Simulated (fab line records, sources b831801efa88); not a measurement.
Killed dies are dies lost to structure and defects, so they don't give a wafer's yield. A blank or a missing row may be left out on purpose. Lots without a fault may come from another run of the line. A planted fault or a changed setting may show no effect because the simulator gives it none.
Tool commonality check | flow sky130 | 13 lots, 39 wafers sampled

WHY IT WAS OPENED
At SKY_VT_ADJUST_NCORE_TW_MEAS_11 the reading VT_ADJUST_NCORE_TW is flagged on 2 of 13 lots. Wafers without a fault read 218.9, standard deviation 1.7.
Rule: a lot is flagged when every wafer of it that has a number lies more than 4 standard deviations from that mean, or none has a number. The other lots count as sound.

lot  | measured     | on            | VT_ADJUST_NCORE_TW, wafer by wafer | flag
L374 | day 8 10:58  | film_metro-03 | 221.4 221.8 221.0                  |
L376 | day 9 05:17  | film_metro-02 | 218.1 217.0 218.4                  |
L377 | day 9 10:44  | film_metro-03 | 218.7 219.0 218.3                  |
L383 | day 11 18:00 | film_metro-03 | 220.2 219.6 219.3                  |
L384 | day 12 06:04 | film_metro-02 | 217.1 217.1 218.1                  |
L386 | day 12 07:49 | film_metro-01 | 189.2 189.3 188.8                  | FLAGGED
L388 | day 13 01:49 | film_metro-01 | 220.4 219.8 220.3                  |
L387 | day 13 05:19 | film_metro-03 | 187.7 186.6 187.8                  | FLAGGED
L390 | day 13 18:12 | film_metro-02 | 216.4 216.8 216.4                  |
L392 | day 14 02:33 | film_metro-03 | 217.7 219.3 218.5                  |
L393 | day 14 05:06 | film_metro-03 | 219.4 219.8 218.8                  |
L396 | day 15 05:18 | film_metro-03 | 221.1 220.4 219.9                  |
L397 | day 15 05:36 | film_metro-02 | 217.1 217.8 216.3                  |
The numbers of the flagged lots are 188.2 on average: -30.7 against the usual, or -18 standard deviations.

WHICH TOOL RAN EACH LOT
The record holds 1 process step before the reading, out of a route of 708 steps. In each cell: the tool, then ch and the chambers that the sampled wafers went through, then the start.
lot  | flag    | SKY_VT_ADJUST_NCORE_IMPLANT_09
L374 |         | implanter-01 ch 0, day 8 10:44
L376 |         | implanter-02 ch 0, day 9 05:02
L377 |         | implanter-03 ch 0, day 9 10:29
L383 |         | implanter-02 ch 0, day 11 17:48
L384 |         | implanter-02 ch 0, day 12 05:50
L386 | FLAGGED | implanter-01 ch 0, day 12 07:34
L388 |         | implanter-02 ch 0, day 13 01:36
L387 | FLAGGED | implanter-01 ch 0, day 13 05:04
L390 |         | implanter-02 ch 0, day 13 17:57
L392 |         | implanter-03 ch 0, day 14 02:21
L393 |         | implanter-02 ch 0, day 14 04:52
L396 |         | implanter-03 ch 0, day 15 05:03
L397 |         | implanter-02 ch 0, day 15 05:21
What these steps do:
- SKY_VT_ADJUST_NCORE_IMPLANT_09
- SKY_VT_ADJUST_NCORE_TW_MEAS_11

FLAGGED OVER TOTAL, TOOL BY TOOL (the gauges that took the reading come last)
step                           | tool          | lots run | flagged | share of the flagged lots | sound lots run after its first flagged lot
SKY_VT_ADJUST_NCORE_IMPLANT_09 | implanter-01  | 3        | 2       | all                       | 0
SKY_VT_ADJUST_NCORE_IMPLANT_09 | implanter-02  | 7        | 0       | none                      | -
SKY_VT_ADJUST_NCORE_IMPLANT_09 | implanter-03  | 3        | 0       | none                      | -
SKY_VT_ADJUST_NCORE_TW_MEAS_11 | film_metro-01 | 2        | 1       | some                      | 1 (L388)
SKY_VT_ADJUST_NCORE_TW_MEAS_11 | film_metro-02 | 4        | 0       | none                      | -
SKY_VT_ADJUST_NCORE_TW_MEAS_11 | film_metro-03 | 7        | 1       | some                      | 3 (L392,L393,L396)

WHAT THE TABLE ALLOWS
1 row of the table ran every flagged lot: implanter-01 at SKY_VT_ADJUST_NCORE_IMPLANT_09.
- implanter-01 at SKY_VT_ADJUST_NCORE_IMPLANT_09: 2 of its 3 lots flagged. Its last sound lot is L374 (day 8 10:44), its first flagged lot L386 (day 12 07:34): a fault that began between those two fits. Its own readings lie more than 4 standard deviations out on every wafer of the flagged lots: dose_ions_cm2, faraday_current_uA.
One tool is left: implanter-01 at SKY_VT_ADJUST_NCORE_IMPLANT_09.

WHAT THE SIMULATOR HAD PUT IN
Process parameter drift: implanter-01, from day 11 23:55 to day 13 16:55, at SKY_VT_ADJUST_NCORE_IMPLANT_09. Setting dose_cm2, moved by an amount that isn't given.
Lots struck among those shown: L386, L387. The rule above found the same.
